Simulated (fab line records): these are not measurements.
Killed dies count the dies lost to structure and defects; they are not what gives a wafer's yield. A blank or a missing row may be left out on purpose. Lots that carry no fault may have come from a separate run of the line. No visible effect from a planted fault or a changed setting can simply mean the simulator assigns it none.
A struck lot beside a sound one -- flow gf180mcu -- 15 out of 602 route steps
Sound: wafers L817.2, L817.3, L817.5. Struck: wafer L828.5 (L828.3, L828.6, from the same lot, were not struck and are left out); the cause is given at the end.
Each step with rows lists, per side, the tool, then ch with its chambers, then its first start. Under that, the readings that differ: sound wafers -- struck wafers -- difference of the means -- sigmas: that difference in standard deviations of wafers without a fault.
alike: a reading whose means differ by less than 2 such deviations, as well as words and numbers matching on both sides. not compared: withheld readings; readings where some wafer has no value; bounds like >300 that might hide an equal value; numbers whose values overlap and for which the record gives no deviation.
A row with sigmas, a row that says differs or no value, or rows on one side alone: a step with any of these is where the two part. When numbers do not overlap yet have no deviation, they are printed without sigmas and do not part them. A reading missing from all wafers of one side parts the sides only when that side holds two or more wafers.

first, 2 steps without rows for these wafers: GF_V5_ETCH_16 (etches BARC in N2/H2); GF_V5_ETCH_17 (etches SiO2 in C4F8/O2/Ar, stops on TiN, target depth 855 nm).
GF_V5_STRIP_18: strips in O2/N2.
  sound on plasma asher-04 ch 0,1, day 28 02:07; struck on plasma asher-03 ch 0, day 31 05:15
  alike: drypump motor current A, heater power w, n2 flow sccm, oes product au
  not compared: rf hours counter h
then, 2 steps without rows for these wafers: GF_V5_STRIP_19 (strips in post etch residue remover, time 1200 s); GF_V5_CLEAN_20 (cleans in DIW).
GF_V5_SPUTTER_21: material Ti, target thk 15 nm, time 80.02 s.
  sound: pvd sputter-04 at day 28 02:38; struck: pvd sputter-01 at day 31 05:45
  alike: cathode dc power W, throttle valve pct
GF_V5_SPUTTER_22: material TiN, target thk 10 nm, time 40 s.
  sound: pvd sputter-04 at day 28 02:43; struck: pvd sputter-01 at day 31 05:49
  alike: cathode dc power W, throttle valve pct
GF_V5_CVD_23: deposits W, target thk 350 nm, time 104.9 s.
  sound on cvd w-01 ch 0,1, day 28 02:44; struck on cvd w-02 ch 1, day 31 05:53
  alike: heater power w
GF_V5_RS_MEAS_24: the measuring method here is four-point-probe.
  sound: film metro-02 at day 28 02:53; struck: film metro-04 at day 31 06:01
  alike: V5_W_RS
GF_V5_THK_MEAS_25: measures by xrf.
  sound: film metro-02 at day 28 02:59; struck: film metro-04 at day 31 06:07
  alike: V5_W_THK
then, 1 step without rows for these wafers: GF_V5_CMP_26 (polishes, stops on SiO2, t overpolish 15 s, target thk 0 nm).
GF_TOP_METAL_SPUTTER_00: material Ti, target thk 37.5 nm, time 150 s.
  sound: pvd sputter-01 at day 28 04:26; struck: pvd sputter-02 at day 31 06:27
  alike: cathode dc power W, throttle valve pct
GF_TOP_METAL_SPUTTER_01: material TiN, target thk 30 nm, time 25 s.
  sound: pvd sputter-01 at day 28 04:32; struck: pvd sputter-02 at day 31 06:33
reading,sound,struck,difference,sigmas
cathode dc power W (W),6500.4 6498.6 6501.1,5693.6,-806.4,-99 or more
model.TiN_of_TOP_METAL_SPUTTER_01.thk nm (nm),30.19 30.04 30.02,26.14,-3.94,
  alike: throttle valve pct
then, 2 steps without rows for these wafers: GF_TOP_METAL_SPUTTER_02 (material AlCu, target thk 900 nm, time 47.82 s); GF_PASSIVATION_PROBE_99.

## WHERE THEY PART
Only at GF_TOP_METAL_SPUTTER_01, as far as this record shows.

WHY: whatever the simulator had introduced
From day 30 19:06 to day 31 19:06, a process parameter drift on pvd sputter-02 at GF_TOP_METAL_SPUTTER_01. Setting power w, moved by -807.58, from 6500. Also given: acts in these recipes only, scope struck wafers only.
